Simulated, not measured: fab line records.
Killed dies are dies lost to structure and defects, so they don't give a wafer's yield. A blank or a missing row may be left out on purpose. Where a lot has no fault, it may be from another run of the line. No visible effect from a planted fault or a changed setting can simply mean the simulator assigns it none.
Struck lot and sound lot, side by side || flow gf180mcu || 43 out of 602 route steps
Sound: these wafers, L546.1, L546.2, L546.5. Wafers L554.2, L554.3, L554.4 were the ones struck. The cause is given at the end.
At each step with rows: each side's tool, then ch and its chambers, then its first start. Under that, the readings that differ: sound wafers || struck wafers || difference of the means || sigmas: that difference in standard deviations of wafers without a fault.
alike: same words and numbers on both sides, and readings whose means sit less than 2 such deviations apart. not compared: any withheld reading, any reading some wafer has no value for, any bound like >300 that may hide the same value, and any number with overlapping values for which the record gives no deviation.
A row with sigmas, a row that says differs or no value, or rows on one side alone: a step with any of these is where the two part. Numbers that have no deviation but don't overlap get no sigmas and don't part them. Lack of a reading on every wafer of one side parts them only where that side has two or more wafers.

GF_STI_THK_MEAS_04:
  sound on filmMetro-02, day 2 04:37; struck on filmMetro-02, day 3 20:37
  alike: STI_CVD_03_THK
then, 7 steps without rows for these wafers: GF_STI_DEHYDRATE_05 (time 60 s); GF_STI_HMDS_06 (prime time 60 s); GF_STI_COAT_07 (resist thk 700 nm); GF_STI_SOFTBAKE_08 (time 60 s); GF_STI_EXPOSE_09 (exposes mask COMP, target cd 220 nm); GF_STI_PEB_10 (peb time 90 s); GF_STI_DEVELOP_11 (develop time 60 s).
GF_STI_CD_MEAS_12: the cd target is 220 nm.
  sound on cdSem-02, day 2 17:01; struck on cdSem-02, day 4 09:59
  alike: cdNm
GF_STI_ETCH_13: etches the open film in CHF3/O2, stops on Si, target depth 282.31 nm, time 112.9 s.
  sound on rieDiel-01 ch 0,1,3, day 2 17:08; struck on rieDiel-03 ch 0,2,3, day 4 10:05
  alike: drypumpMotorCurrentA, oesProductAu, throttleValvePct
  not compared: rfHoursCounterH
GF_STI_ETCH_14: etches Si in HBr/Cl2/O2, target depth 360 nm, time 102.9 s.
  sound on rieSi-02 ch 1,2, day 2 17:13; struck on rieSi-02 ch 1,2,3, day 4 10:10
  alike: drypumpMotorCurrentA, oesProductAu, throttleValvePct
  not compared: rfHoursCounterH
GF_STI_STRIP_15: strips in O2/N2.
  sound on plasmaAsher-04 ch 0,1, day 2 17:17; struck on plasmaAsher-04 ch 0,1, day 4 10:14
  alike: drypumpMotorCurrentA, heaterPowerW, oesProductAu, stripTimeToEndpointS
  not compared: rfHoursCounterH
GF_STI_CLEAN_16: cleans in dHF, time 25 s.
  sound on wetBench-02 ch 3, day 2 17:23; struck on wetBench-02 ch 3, day 4 10:20
then, 5 steps without rows for these wafers: GF_STI_WET_ETCH_17 (etches Si3N4 in H3PO4, target depth 45 nm, time 514 s); GF_STI_CLEAN_18 (cleans in SC1/SC2, time 150 s); GF_STI_CLEAN_19 (cleans in dHF, time 20 s); GF_STI_WET_ETCH_20 (etches SiO2 in dHF, target depth 20 nm, time 400 s); GF_STI_OXIDATION_21 (stabilise 600 s, purge 300 s, target thk 15 nm).
GF_STI_THK_MEAS_22:
  sound on filmMetro-03, day 2 18:52; struck on filmMetro-02, day 4 13:33
  alike: STI_OXIDATION_01_THK
then, 1 step without rows for these wafers: GF_STI_CVD_23 (deposits SiO2, target thk 650 nm, time 108.3 s).
GF_STI_THK_MEAS_24:
  sound on filmMetro-02, day 2 19:01; struck on filmMetro-04, day 4 13:41
  alike: STI_CVD_23_THK
GF_STI_CMP_25: polishes, stops on Si3N4, t overpolish 33 s, target thk 524.6 nm.
  sound on cmp-01 ch 1,3, day 2 19:04; struck on cmp-02 ch 1,2,3, day 4 13:44
  alike: motorCurrentA, overpolishRunS, platenRpm, timeToEndpointS
then, 4 steps without rows for these wafers: GF_STI_WET_ETCH_26 (etches SiO2 in dHF, target depth 94 nm, time 188 s); GF_STI_WET_ETCH_27 (etches Si3N4 in H3PO4, target depth 160 nm, time 1825 s); GF_STI_WET_ETCH_28 (etches SiO2 in dHF, target depth 20 nm, time 40 s); GF_STI_OXIDATION_29 (stabilise 600 s, purge 300 s, target thk 10 nm).
GF_STI_THK_MEAS_30:
  sound on filmMetro-03, day 2 21:22; struck on filmMetro-04, day 4 16:33
{"reading": "STI_OXIDATION_02_THK (nm)", "sound": "10.32 10.50 10.55", "struck": "9.88 9.93 10.00", "difference": -0.52, "sigmas": -2}
then, 8 steps without rows for these wafers: GF_DNWELL_DEHYDRATE_00 (time 60 s); GF_DNWELL_HMDS_01 (prime time 60 s); GF_DNWELL_COAT_02 (resist thk 3000 nm); GF_DNWELL_SOFTBAKE_03; GF_DNWELL_EXPOSE_04 (exposes mask DNWELL, target cd 1700 nm); GF_DNWELL_PEB_05; GF_DNWELL_DEVELOP_06 (develop time 60 s); GF_DNWELL_IMPLANT_07.
GF_DNWELL_STRIP_08: strips in O2/N2.
  sound on plasmaAsher-04 ch 0,1, day 3 10:25; struck on plasmaAsher-03 ch 0,1, day 5 06:31
  alike: drypumpMotorCurrentA, heaterPowerW, oesProductAu, stripTimeToEndpointS
  not compared: rfHoursCounterH
GF_DNWELL_TW_MEAS_09:
  sound on filmMetro-01, day 3 10:31; struck on filmMetro-03, day 5 06:37
  alike: DNWELL_TW
then, 5 steps without rows for these wafers: GF_NWELL_DEHYDRATE_00 (time 60 s); GF_NWELL_HMDS_01 (prime time 60 s); GF_NWELL_COAT_02 (resist thk 3000 nm); GF_NWELL_SOFTBAKE_03; GF_NWELL_EXPOSE_04 (exposes mask Nwell, target cd 860 nm).
-- the record jumps here: 27 days lie between the struck wafers' starts before and after (it left off in module NWELL and takes up again in module PASSIVATION, whose first step shown is number 602 of the route) --
GF_PASSIVATION_PROBE_99:
  rows exist in the record for the struck wafers here (prober-02, day 32 06:25), but not for the sound ones

== WHERE THEY PART ==
Last at GF_PASSIVATION_PROBE_99 as far as this record goes, first at GF_STI_THK_MEAS_30.

WHY: what had been put in by the simulator
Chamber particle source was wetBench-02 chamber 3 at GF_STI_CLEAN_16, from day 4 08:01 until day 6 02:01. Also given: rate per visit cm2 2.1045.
